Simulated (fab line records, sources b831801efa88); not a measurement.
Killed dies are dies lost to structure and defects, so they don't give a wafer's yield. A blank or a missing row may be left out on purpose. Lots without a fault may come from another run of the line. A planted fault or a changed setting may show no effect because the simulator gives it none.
A struck lot beside a sound one | flow sfq_line | 20 steps out of a route of 325
Sound: wafers L469.1, L469.5, L469.6. Struck: wafers L474.4, L474.5, L474.6. The cause comes at the end.
At each step with rows: each side's tool, then ch and its chambers, then its first start. Under that, the readings that differ: sound wafers | struck wafers | difference of the means | sigmas: that difference in standard deviations of wafers without a fault.
alike: readings whose means differ by less than 2 such deviations, and words and numbers that are the same on both sides. not compared: withheld readings, readings that some wafer has no value for, bounds like >300 that may hide the same value, and numbers for which the record gives no deviation and whose values overlap.
The two part at a step that has a row with sigmas, a row that says differs or no value, or rows on one side only. Numbers that don't overlap but have no deviation are shown without sigmas and don't part them. A reading that every wafer of one side lacks parts them only if that side has two wafers or more.

first, 2 steps without rows for these wafers: SFQ_TRILAYER_I1_VIA_LITHO_PEB_052 (peb time 60 s); SFQ_TRILAYER_I1_VIA_LITHO_DEVELOP_051 (time 60 s).
SFQ_I1_OVL_MEAS_913:
  sound on overlay-02, day 29 04:55; struck on overlay-01, day 32 17:11
  alike: I1_OVL
SFQ_TRILAYER_I1_VIA_BARC_OPEN_VIA_ETCH_071: etches BARC in O2, target depth 125 nm, time 41.7 s.
  sound on rie_diel-02 ch 1,2, day 29 04:57; struck on rie_diel-04 ch 0,1,3, day 32 17:12
  alike: bias_w, drypump_motor_current_A, oes_product_au
  not compared: rf_hours_counter_h
SFQ_TRILAYER_I1_VIA_ETCH_VIA_ETCH_052: etches SiO2 in CHF3, stops on Nb, target depth 260 nm.
  sound on rie_diel-02 ch 1,2, day 29 04:59; struck on rie_diel-04 ch 0,1,3, day 32 17:14
  alike: bias_w, drypump_motor_current_A, oes_product_au
SFQ_TRILAYER_I1_VIA_STRIP_STRIP_053: strips in O2.
  sound on rie_metal-03 ch 0,1, day 29 05:06; struck on rie_metal-02 ch 0,1, day 32 17:33
  alike: drypump_motor_current_A, oes_product_au
  not compared: rf_hours_counter_h
then, 2 steps without rows for these wafers: SFQ_TRILAYER_I1_VIA_STRIP_SOLV_CLEAN_054 (cleans in NMP, time 600 s); SFQ_TRILAYER_M2_DEP_PRE_CLEAN_056 (time 22.5 s).
SFQ_TRILAYER_M2_DEP_SPUTTER_055: material Nb, target thk 200 nm, time 133.3 s.
  sound on pvd_sputter-05, day 29 05:54; struck on pvd_sputter-05, day 32 18:09
  alike: throttle_valve_pct
SFQ_M2_RS_MEAS_914: measures by four-point-probe.
  sound on film_metro-02, day 29 05:59; struck on film_metro-02, day 32 18:18
  alike: M2_NB_RS
then, 1 step without rows for these wafers: SFQ_TRILAYER_M2_LITHO_COAT_062 (resist thk 62 nm).
SFQ_TRILAYER_M2_LITHO_COAT_057: resist thk 600 nm.
  sound on litho_track-02 ch 0, day 29 06:28; struck on litho_track-01 ch 0, day 32 18:52
  reading                                             | sound             | struck          | difference | sigmas
  model.KrF_of_TRILAYER_M2_LITHO_COAT_057.thk_nm (nm) | 598.2 601.1 598.5 | 488 487.5 487.9 | -111       |
then, 4 steps without rows for these wafers: SFQ_TRILAYER_M2_LITHO_SOFTBAKE_061; SFQ_TRILAYER_M2_LITHO_EXPOSE_058 (exposes mask M2, target cd 500 nm); SFQ_TRILAYER_M2_LITHO_PEB_060 (peb time 60 s); SFQ_TRILAYER_M2_LITHO_DEVELOP_059 (time 60 s).
SFQ_M2_OVL_MEAS_916:
  sound on overlay-01, day 29 08:25; struck on overlay-01, day 32 20:49
  alike: M2_OVL
SFQ_TRILAYER_M2_BARC_OPEN_METAL_ETCH_077: etches BARC in O2, target depth 125 nm, time 41.7 s.
  sound on rie_metal-01 ch 0,1, day 29 08:28; struck on rie_metal-02 ch 0,1, day 32 20:51
  reading             | sound             | struck            | difference | sigmas
  model.M2.cd_nm (nm) | 500.5 500.7 499.6 | 496.3 495.8 496.5 | -4.1       |
  alike: bias_w, drypump_motor_current_A, oes_product_au
  not compared: rf_hours_counter_h
SFQ_TRILAYER_M2_ETCH_METAL_ETCH_060: etches Nb in Cl2/Ar, stops on SiO2, target depth 240 nm, time 120 s.
  sound on rie_metal-01 ch 0,1, day 29 08:31; struck on rie_metal-02 ch 0,1, day 32 20:56
  reading                                             | sound             | struck            | difference | sigmas
  oes_product_au (a.u.)                               | 0.887 0.885 0.880 | 0.896 0.899 0.903 | +0.015     | +3
  model.KrF_of_TRILAYER_M2_LITHO_COAT_057.thk_nm (nm) | 379.5 384 380.7   | 271.3 269.6 273.5 | -109.9     |
  model.M2.cd_nm (nm)                                 | 502 502.1 501.5   | 496.2 496.3 496.3 | -5.6       |
  alike: bias_w, drypump_motor_current_A
  not compared: rf_hours_counter_h
SFQ_TRILAYER_M2_STRIP_STRIP_061: strips in O2.
  sound on rie_metal-01 ch 0,1, day 29 08:38; struck on rie_metal-02 ch 0,1, day 32 21:13
  alike: drypump_motor_current_A, oes_product_au
  not compared: rf_hours_counter_h

WHERE THEY PART
Only at SFQ_TRILAYER_M2_ETCH_METAL_ETCH_060, within this record. Later steps at which nothing parts them and some readings are alike: SFQ_TRILAYER_M2_STRIP_STRIP_061.

WHY: what the simulator had put in
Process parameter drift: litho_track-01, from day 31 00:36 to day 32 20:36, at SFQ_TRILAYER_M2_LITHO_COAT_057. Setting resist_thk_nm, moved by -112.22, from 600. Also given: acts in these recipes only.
